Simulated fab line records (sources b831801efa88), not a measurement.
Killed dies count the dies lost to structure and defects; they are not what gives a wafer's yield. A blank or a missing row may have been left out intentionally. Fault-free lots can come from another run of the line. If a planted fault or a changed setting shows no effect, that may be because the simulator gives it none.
Which tool did it?    flow sky130    Sampling: 24 lots, 72 wafers, 5 of 708 route steps

## WHAT THE GAUGES READ, wafer by wafer
SKY_METAL1_OVL_MEAS_16. Usual: METAL1_OVL gives -3 nm (standard deviation 6.8).
lot   measured      on          METAL1_OVL (nm)  flag
L074  day 32 02:36  overlay-01  8 4 -1           
L075  day 32 23:45  overlay-01  -16 -8 -17       
L076  day 33 01:09  overlay-02  -15 -17 -10      
L077  day 33 11:22  overlay-01  2 4 4            
L078  day 34 18:43  overlay-01  -7 -4 -3         
L079  day 35 01:30  overlay-02  -5 -1 -5         
L080  day 35 03:09  overlay-01  -5 -3 0          
L081  day 35 03:52  overlay-02  -3 1 3           
L082  day 35 08:12  overlay-01  2 -3 -4          
L083  day 35 16:19  overlay-02  -1 4 2           
L085  day 36 02:15  overlay-01  3 10 4           
L084  day 36 04:45  overlay-02  -5 3 -4          
L086  day 36 09:24  overlay-01  -20 -16 -21      
L087  day 36 18:31  overlay-02  -10 1 -8         
L088  day 37 00:36  overlay-02  4 3 2            
L090  day 38 07:25  overlay-01  -5 -5 2          
L091  day 38 11:30  overlay-01  -12 -3 0         
L089  day 38 15:04  overlay-02  -6 1 -3          
L092  day 38 15:25  overlay-01  1 -5 -4          
L093  day 38 17:46  overlay-01  1 3 4            
L094  day 39 11:57  overlay-02  10 6 9           
L095  day 39 22:10  overlay-02  -5 -4 -2         
L097  day 39 23:07  overlay-01  -3 -13 -4        
L096  day 40 03:09  overlay-01  -9 -3 -11        

SKY_CAPM_OVL_MEAS_12. Usual: CAPM_OVL gives 0.1 nm (standard deviation 1.4).
lot   measured      on          CAPM_OVL (nm)   flag
L074  day 36 16:59  overlay-01  0.9 0.8 -1.1    
L075  day 37 13:20  overlay-01  -0.2 -0.2 0.1   
L076  day 37 17:05  overlay-02  -0.9 -1.7 -0.1  
L077  day 38 00:17  overlay-02  0.0 -1.0 0.3    
L078  day 39 06:53  overlay-02  -0.2 -0.1 0.2   
L079  day 39 13:44  overlay-01  -0.4 -1.8 -1.9  
L080  day 39 15:47  overlay-02  0.1 1.2 0.5     
L081  day 39 18:29  overlay-02  1.0 0.9 1.1     
L082  day 39 19:26  overlay-02  1.0 0.3 -0.4    
L083  day 40 04:44  overlay-02  -0.3 -2.0 -0.6  
L085  day 40 11:05  overlay-01  0.0 0.4 1.4     
L084  day 40 16:56  overlay-01  2.1 1.7 1.8     
L086  day 40 20:59  overlay-01  2.2 2.8 1.6     
L087  day 41 02:38  overlay-01  -1.4 -2.1 -1.0  
L088  day 41 11:02  overlay-02  -3.1 -1.8 -1.7  
L090  day 42 13:47  overlay-01  -2.7 0.2 -1.1   
L091  day 42 18:20  overlay-02  1.7 1.8 2.3     
L089  day 42 23:32  overlay-01  1.3 -0.7 0.0    
L092  day 42 23:38  overlay-01  1.4 0.9 0.1     
L093  day 43 00:14  overlay-02  1.2 2.0 3.0     
L094  day 43 19:17  overlay-01  0.4 1.3 1.5     
L095  day 44 02:29  overlay-02  -2.1 -2.7 -2.4  
L097  day 44 02:47  overlay-01  -0.1 -0.4 0.6   
L096  day 44 07:17  overlay-02  -0.4 0.7 -0.3   

## WHICH TOOL RAN EACH LOT (tool, then ch and the chambers of the sampled wafers, then the start)
lot   SKY_LI_CONTACT_SPUTTER_20    SKY_METAL1_SPUTTER_00        SKY_METAL1_SPUTTER_02
L074  pvdSputter-01, day 28 10:53  pvdSputter-04, day 30 22:46  pvdSputter-04, day 30 22:49
L075  pvdSputter-04, day 29 08:41  pvdSputter-02, day 31 20:11  pvdSputter-02, day 31 20:14
L076  pvdSputter-01, day 29 10:54  pvdSputter-04, day 31 22:05  pvdSputter-04, day 31 22:08
L077  pvdSputter-03, day 29 19:44  pvdSputter-02, day 32 08:19  pvdSputter-02, day 32 08:21
L078  pvdSputter-03, day 31 06:46  pvdSputter-01, day 33 16:04  pvdSputter-01, day 33 16:07
L079  pvdSputter-03, day 31 13:08  pvdSputter-04, day 33 22:55  pvdSputter-04, day 33 22:58
L080  pvdSputter-01, day 31 13:50  pvdSputter-01, day 33 23:52  pvdSputter-01, day 33 23:56
L081  pvdSputter-04, day 31 14:43  pvdSputter-04, day 34 00:49  pvdSputter-04, day 34 00:52
L082  pvdSputter-04, day 31 19:40  pvdSputter-01, day 34 05:07  pvdSputter-01, day 34 05:10
L083  pvdSputter-01, day 32 05:23  pvdSputter-01, day 34 14:14  pvdSputter-01, day 34 14:17
L085  pvdSputter-03, day 32 15:13  pvdSputter-01, day 35 00:13  pvdSputter-01, day 35 00:16
L084  pvdSputter-04, day 32 17:16  pvdSputter-02, day 35 02:50  pvdSputter-02, day 35 02:53
L086  pvdSputter-03, day 32 22:53  pvdSputter-02, day 35 08:04  pvdSputter-02, day 35 08:07
L087  pvdSputter-01, day 33 08:36  pvdSputter-04, day 35 16:33  pvdSputter-04, day 35 16:35
L088  pvdSputter-04, day 33 14:01  pvdSputter-01, day 35 22:14  pvdSputter-01, day 35 22:17
L090  pvdSputter-04, day 34 22:59  pvdSputter-02, day 37 06:08  pvdSputter-02, day 37 06:11
L091  pvdSputter-04, day 35 02:23  pvdSputter-04, day 37 09:50  pvdSputter-04, day 37 09:54
L089  pvdSputter-04, day 35 05:19  pvdSputter-02, day 37 13:22  pvdSputter-02, day 37 13:25
L092  pvdSputter-01, day 35 05:40  pvdSputter-01, day 37 13:35  pvdSputter-01, day 37 13:38
L093  pvdSputter-04, day 35 09:37  pvdSputter-04, day 37 16:33  pvdSputter-04, day 37 16:36
L094  pvdSputter-01, day 36 03:44  pvdSputter-02, day 38 10:41  pvdSputter-02, day 38 10:44
L095  pvdSputter-04, day 36 13:38  pvdSputter-02, day 38 21:49  pvdSputter-02, day 38 21:52
L097  pvdSputter-04, day 36 14:47  pvdSputter-04, day 38 22:00  pvdSputter-04, day 38 22:03
L096  pvdSputter-01, day 36 19:26  pvdSputter-02, day 39 02:47  pvdSputter-02, day 39 02:50
- SKY_LI_CONTACT_SPUTTER_20: material TiN, target thk 20 nm, time 80 s.
- SKY_METAL1_SPUTTER_00: material Ti, target thk 15 nm, time 10 s.
- SKY_METAL1_SPUTTER_02: material AlCu, target thk 250 nm, time 13.3 s.

## WHAT THE TOOLS THEMSELVES READ (means of the sampled wafers that have a number; where no wafer has one, the mark that the record gives instead)
SKY_LI_CONTACT_SPUTTER_20. Usual: throttleValvePct reads 29.6 % (standard deviation 0.71).
lot   tool           throttleValvePct (%)  flag
L074  pvdSputter-01  29.4                  
L075  pvdSputter-04  29.7                  
L076  pvdSputter-01  29.8                  
L077  pvdSputter-03  29.0                  
L078  pvdSputter-03  29.9                  
L079  pvdSputter-03  28.5                  
L080  pvdSputter-01  29.9                  
L081  pvdSputter-04  29.7                  
L082  pvdSputter-04  29.8                  
L083  pvdSputter-01  29.7                  
L085  pvdSputter-03  29.1                  
L084  pvdSputter-04  29.0                  
L086  pvdSputter-03  29.0                  
L087  pvdSputter-01  29.1                  
L088  pvdSputter-04  29.8                  
L090  pvdSputter-04  30.1                  
L091  pvdSputter-04  29.5                  
L089  pvdSputter-04  29.3                  
L092  pvdSputter-01  29.7                  
L093  pvdSputter-04  29.7                  
L094  pvdSputter-01  29.2                  
L095  pvdSputter-04  29.7                  
L097  pvdSputter-04  29.0                  
L096  pvdSputter-01  29.3                  

SKY_METAL1_SPUTTER_00. Usual: throttleValvePct reads 30.0 % (standard deviation 0.91).
lot   tool           throttleValvePct (%)  flag
L074  pvdSputter-04  30.3                  
L075  pvdSputter-02  30.1                  
L076  pvdSputter-04  29.5                  
L077  pvdSputter-02  30.9                  
L078  pvdSputter-01  30.0                  
L079  pvdSputter-04  29.5                  
L080  pvdSputter-01  29.9                  
L081  pvdSputter-04  29.4                  
L082  pvdSputter-01  29.6                  
L083  pvdSputter-01  29.5                  
L085  pvdSputter-01  29.6                  
L084  pvdSputter-02  30.8                  
L086  pvdSputter-02  31.5                  
L087  pvdSputter-04  29.7                  
L088  pvdSputter-01  30.2                  
L090  pvdSputter-02  30.3                  
L091  pvdSputter-04  29.6                  
L089  pvdSputter-02  30.0                  
L092  pvdSputter-01  30.2                  
L093  pvdSputter-04  29.5                  
L094  pvdSputter-02  30.9                  
L095  pvdSputter-02  30.1                  
L097  pvdSputter-04  29.0                  
L096  pvdSputter-02  30.7                  

SKY_METAL1_SPUTTER_02. Usual: throttleValvePct reads 30.0 % (standard deviation 0.92).
lot   tool           throttleValvePct (%)  flag
L074  pvdSputter-04  30.3                  
L075  pvdSputter-02  30.1                  
L076  pvdSputter-04  29.8                  
L077  pvdSputter-02  30.7                  
L078  pvdSputter-01  30.0                  
L079  pvdSputter-04  29.5                  
L080  pvdSputter-01  30.1                  
L081  pvdSputter-04  29.4                  
L082  pvdSputter-01  29.7                  
L083  pvdSputter-01  29.6                  
L085  pvdSputter-01  29.6                  
L084  pvdSputter-02  30.6                  
L086  pvdSputter-02  31.6                  
L087  pvdSputter-04  29.5                  
L088  pvdSputter-01  30.3                  
L090  pvdSputter-02  30.3                  
L091  pvdSputter-04  29.6                  
L089  pvdSputter-02  29.9                  
L092  pvdSputter-01  30.2                  
L093  pvdSputter-04  29.7                  
L094  pvdSputter-02  30.8                  
L095  pvdSputter-02  30.1                  
L097  pvdSputter-04  29.1                  
L096  pvdSputter-02  30.6                  

## THE ANSWER, worked out from the rows above alone
Rule: take the mean of a lot's wafers that have a number; if it is more than 3 standard deviations from the usual mean, the lot is off. A lot without any number at a reading at which 4 lots or more have one is off too. The other lots that the step has rows for count as sound. Order of review: gauges by route order, followed by the tools' own readings, for which a lot's mean as printed above is used. The first step at which some lot is off is used, and at that step the reading that is off furthest; a lot without a number counts as furthest.
None of the lots is off at any reading shown; this tells nothing.

## WHAT WAS PUT IN BY THE SIMULATOR
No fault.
